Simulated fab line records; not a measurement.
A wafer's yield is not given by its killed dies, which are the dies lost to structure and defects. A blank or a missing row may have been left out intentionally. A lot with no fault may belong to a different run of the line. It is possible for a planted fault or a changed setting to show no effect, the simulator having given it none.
A lot that was struck, set against a sound lot / flow sky130 / 16 steps out of a route of 708
Sound: these wafers, L476.1, L476.4, L476.6. Struck: wafers L485.4, L485.5, L485.6. At the end, the cause is stated.
Order at every step that has rows: each side's tool, ch and its chambers, its first start. Under that, the readings that differ: sound wafers / struck wafers / difference of the means / sigmas: that difference in standard deviations of wafers without a fault.
alike: a reading whose means differ by less than 2 such deviations, as well as words and numbers matching on both sides. not compared: withheld readings; readings where some wafer has no value; bounds like >300 that might hide an equal value; numbers whose values overlap and for which the record gives no deviation.
A row with sigmas, a row that says differs or no value, or rows on one side alone: a step with any of these is where the two part. When numbers do not overlap yet have no deviation, they are printed without sigmas and do not part them. A reading missing from all wafers of one side parts the sides only when that side holds two or more wafers.

first, 2 steps without rows for these wafers: SKY_VIA2_CLEAN_18 (cleans in IPA, time 180 s); SKY_VIA2_CLEAN_19 (cleans in O3/DIW).
SKY_VIA2_SPUTTER_20: material TiN, target thk 20 nm, time 80 s.
  sound: pvd_sputter-01 at day 37 18:35; struck: pvd_sputter-02 at day 40 11:04
  alike: throttle_valve_pct
then, 1 step without rows for these wafers: SKY_VIA2_CVD_21 (deposits W, target thk 420 nm, time 126.4 s).
SKY_VIA2_RS_MEAS_22: a four-point-probe measurement.
  sound: film_metro-04 at day 37 18:47; struck: film_metro-02 at day 40 11:17
  alike: VIA2_W_RS
SKY_VIA2_THK_MEAS_23: measures by xrf.
  sound: film_metro-04 at day 37 18:54; struck: film_metro-02 at day 40 11:23
  alike: VIA2_W_THK
SKY_VIA2_CMP_24: polishes, stops on SiO2, t overpolish 20 s, target thk 0 nm.
  sound on cmp-01 ch 1,2,3, day 37 19:04; struck on cmp-01 ch 0,3, day 40 11:33
  alike: motor_current_A, overpolish_run_s, time_to_endpoint_s
SKY_METAL3_SPUTTER_00: material Ti, target thk 15 nm, time 10 s.
  sound: pvd_sputter-03 at day 37 19:16; struck: pvd_sputter-01 at day 40 11:51
  alike: throttle_valve_pct
SKY_METAL3_SPUTTER_01: material TiN, target thk 20 nm, time 16.7 s.
  sound: pvd_sputter-03 at day 37 19:17; struck: pvd_sputter-01 at day 40 11:53
  alike: throttle_valve_pct
then, 2 steps without rows for these wafers: SKY_METAL3_SPUTTER_02 (material AlCu, target thk 735 nm, time 39.1 s); SKY_METAL3_SPUTTER_03 (material Ti, target thk 5 nm, time 3.3 s).
SKY_METAL3_SPUTTER_04: material TiN, target thk 70 nm, time 58.3 s.
  sound: pvd_sputter-03 at day 37 19:22; struck: pvd_sputter-01 at day 40 11:58
  alike: throttle_valve_pct
SKY_CAPM_CVD_00: deposits SiO2, target thk 15.5 nm.
  sound on pecvd-02 ch 0,1, day 37 19:25; struck on pecvd-02 ch 0,1,2, day 40 12:00
  alike: heater_power_w
SKY_CAPM_THK_MEAS_01:
  sound: film_metro-02 at day 37 19:26; struck: film_metro-02 at day 40 12:15
reading=CAPM_CVD_00_THK (nm); sound=15.52 15.43 15.81; struck=30.90 31.31 31.19; difference=+15.55; sigmas=+68
then, 1 step without rows for these wafers: SKY_CAPM_SPUTTER_02 (material TiN, target thk 200 nm, time 166.7 s).
-- the record jumps here: 9 days lie between the struck wafers' starts before and after (it left off in module CAPM and takes up again in module PAD_OPEN, whose first step shown is number 708 of the route) --
SKY_PAD_OPEN_PROBE_99:
  sound: prober-02 at day 47 00:35; struck: prober-01 at day 49 01:53
reading=model.etest.tester.sort_n_pass; sound=415 385 407; struck=0 0 0; difference=-402; sigmas=
reading=model.etest.tester.sort_yield_pct (%); sound=84.35 78.25 82.72; struck=0 0 0; difference=-82; sigmas=
reading=model.etest.tester.sort_bin_3_pct (%); sound=0.813 1.626 1.016; struck=84.15 78.66 82.72; difference=+80.69; sigmas=
reading=model.etest.sonos_uncharged.short; sound=0 0 0; struck=1 1 1; difference=+1; sigmas=
reading=model.etest.mcon_chain.short; sound=0 0 0; struck=1 1 1; difference=+1; sigmas=
reading=model.etest.sram_nfet_pass.short; sound=0 0 0; struck=1 1 1; difference=+1; sigmas=
reading=model.etest.cap_mim2.short; sound=0 0 0; struck=1 1 1; difference=+1; sigmas=
reading=model.etest.via4_chain.short; sound=0 0 0; struck=1 1 1; difference=+1; sigmas=
  alike: defect_limited_yield, killed_at_M0_to_M3, killed_at_M4_up, killed_at_contacts, killed_at_front_end, killed_at_other, killed_dies, killed_open, killed_short

## WHERE THEY PART
SKY_CAPM_THK_MEAS_01 only, going by this record. Later steps at which nothing parts them and some readings are alike: SKY_PAD_OPEN_PROBE_99.

WHY: the cause the simulator had injected
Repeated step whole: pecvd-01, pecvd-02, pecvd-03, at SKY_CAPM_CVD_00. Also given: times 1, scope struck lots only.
